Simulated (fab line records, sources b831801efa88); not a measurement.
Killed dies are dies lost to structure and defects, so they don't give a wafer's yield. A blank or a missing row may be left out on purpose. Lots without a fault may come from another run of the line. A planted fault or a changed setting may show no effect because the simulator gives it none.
A struck lot beside a sound one | flow sky130 | 17 steps out of a route of 708
Sound: wafers L293.1, L293.2, L293.4. Struck: wafer L304.2. (L304.1, L304.3 of the same lot were not struck and are left out.) The cause comes at the end.
At each step with rows: each side's tool, then ch and its chambers, then its first start. Under that, the readings that differ: sound wafers | struck wafers | difference of the means | sigmas: that difference in standard deviations of wafers without a fault.
alike: readings whose means differ by less than 2 such deviations, and words and numbers that are the same on both sides. not compared: withheld readings, readings that some wafer has no value for, bounds like >300 that may hide the same value, and numbers for which the record gives no deviation and whose values overlap.
The two part at a step that has a row with sigmas, a row that says differs or no value, or rows on one side only. Numbers that don't overlap but have no deviation are shown without sigmas and don't part them. A reading that every wafer of one side lacks parts them only if that side has two wafers or more.

SKY_METAL1_THK_MEAS_06: measures by xrf.
  sound on film_metro-04, day 34 15:00; struck on film_metro-04, day 37 05:21
  alike: METAL1_ALCU_THK
then, 8 steps without rows for these wafers: SKY_METAL1_DEHYDRATE_07 (time 60 s); SKY_METAL1_HMDS_08 (prime time 60 s); SKY_METAL1_COAT_09 (resist thk 60 nm); SKY_METAL1_COAT_10 (resist thk 450 nm); SKY_METAL1_SOFTBAKE_11 (time 90 s); SKY_METAL1_EXPOSE_12 (exposes mask MM1, target cd 140 nm); SKY_METAL1_PEB_13; SKY_METAL1_DEVELOP_14 (develop time 60 s).
SKY_METAL1_CD_MEAS_15: target cd 140 nm.
  sound on cd_sem-02, day 35 17:23; struck on cd_sem-02, day 38 06:32
  reading    | sound             | struck | difference | sigmas
  cd_nm (nm) | 141.5 140.8 140.4 | 136.3  | -4.6       | -3
SKY_METAL1_OVL_MEAS_16:
  sound on overlay-02, day 35 17:30; struck on overlay-02, day 38 06:40
  reading         | sound     | struck | difference | sigmas
  METAL1_OVL (nm) | -6 -3 -11 | 7      | +14        | +2
SKY_METAL1_DESCUM_17: chemistry O2, time 8 s.
  sound on rie_metal-01 ch 0,1, day 35 17:32; struck on rie_metal-02 ch 1, day 38 06:41
  reading                     | sound          | struck | difference | sigmas
  drypump_motor_current_A (A) | 5.59 5.38 5.57 | 6.28   | +0.77      | +3
  alike: he_backside_leak_sccm, oes_product_au
  not compared: rf_hours_counter_h
SKY_METAL1_ETCH_18: etches BARC in N2/H2, stops on SiO2, time 45.9 s, target depth 60 nm.
  sound on rie_metal-01 ch 0,1, day 35 17:34; struck on rie_metal-02 ch 1, day 38 06:44
  reading                                       | sound                | struck | difference | sigmas
  drypump_motor_current_A (A)                   | 5.60 5.39 5.60       | 6.30   | +0.77      | +3
  oes_product_au (a.u.)                         | 0.855 0.854 0.848    | 0.661  | -0.191     | -44
  run_length_s (s)                              | 73.9 73.5 74.4       | 106.4  | +32.5      | +95
  throttle_valve_pct (%)                        | 13.229 13.226 13.220 | 13.206 | -0.019     | -2
  model.KrF-thick_of_METAL1_COAT_10.thk_nm (nm) | 390.5 389.9 391.4    | 363.5  | -27.1      |
  model.METAL1.cd_nm (nm)                       | 140.8 140.6 138.9    | 129.8  | -10.3      |
  alike: he_backside_leak_sccm
  not compared: rf_hours_counter_h
SKY_METAL1_METAL_ETCH_19: etches the open film in Cl2/BCl3, stops on SiO2, target depth 360 nm, time 78 s.
  sound on rie_metal-01 ch 0,1, day 35 17:38; struck on rie_metal-02 ch 1, day 38 06:47
  reading                                       | sound             | struck | difference | sigmas
  drypump_motor_current_A (A)                   | 5.6 5.4 5.6       | 6.3    | +0.8       | +3
  model.KrF-thick_of_METAL1_COAT_10.thk_nm (nm) | 157.5 153.2 158.2 | 133.7  | -22.6      |
  model.METAL1.cd_nm (nm)                       | 142.2 140.7 139.9 | 129.4  | -11.5      |
  alike: he_backside_leak_sccm, oes_product_au, run_length_s, throttle_valve_pct
  not compared: rf_hours_counter_h
SKY_METAL1_STRIP_20: strips in O2/N2.
  sound on plasma_asher-01 ch 0,1, day 35 17:43; struck on plasma_asher-01 ch 1, day 38 06:53
  reading                      | sound          | struck | difference | sigmas
  strip_time_to_endpoint_s (s) | 2.68 2.64 2.69 | 2.42   | -0.25      | -8
  alike: drypump_motor_current_A, oes_product_au
  not compared: rf_hours_counter_h
then, 1 step without rows for these wafers: SKY_METAL1_STRIP_21 (strips in post etch residue remover, time 1200 s).
-- the record jumps here: 12 days lie between the struck wafers' starts before and after (it left off in module METAL1 and takes up again in module PAD_OPEN, whose first step shown is number 708 of the route) --
SKY_PAD_OPEN_PROBE_99:
  sound on prober-01, day 48 02:27; struck on prober-02, day 49 20:30
  reading                        | sound                | struck | difference | sigmas
  model.etest.met1.width_nm (nm) | 145.6 138.9 138.5    | 126.2  | -14.8      |
  model.etest.met1.line_ohm_um   | 0.8894 0.9081 0.9258 | 1.015  | +0.107     |
  alike: defect_limited_yield, killed_at_M0_to_M3, killed_at_M4_up, killed_at_contacts, killed_at_front_end, killed_at_other, killed_dies, killed_open, killed_short, sort_bin_3_pad_short, sort_bin_5_function, sort_bin_6_memory, sort_n_pass, sort_yield_pct

WHERE THEY PART
First at SKY_METAL1_CD_MEAS_15; last, within this record, at SKY_METAL1_STRIP_20. Later steps at which nothing parts them and some readings are alike: SKY_PAD_OPEN_PROBE_99.

WHY: what the simulator had put in
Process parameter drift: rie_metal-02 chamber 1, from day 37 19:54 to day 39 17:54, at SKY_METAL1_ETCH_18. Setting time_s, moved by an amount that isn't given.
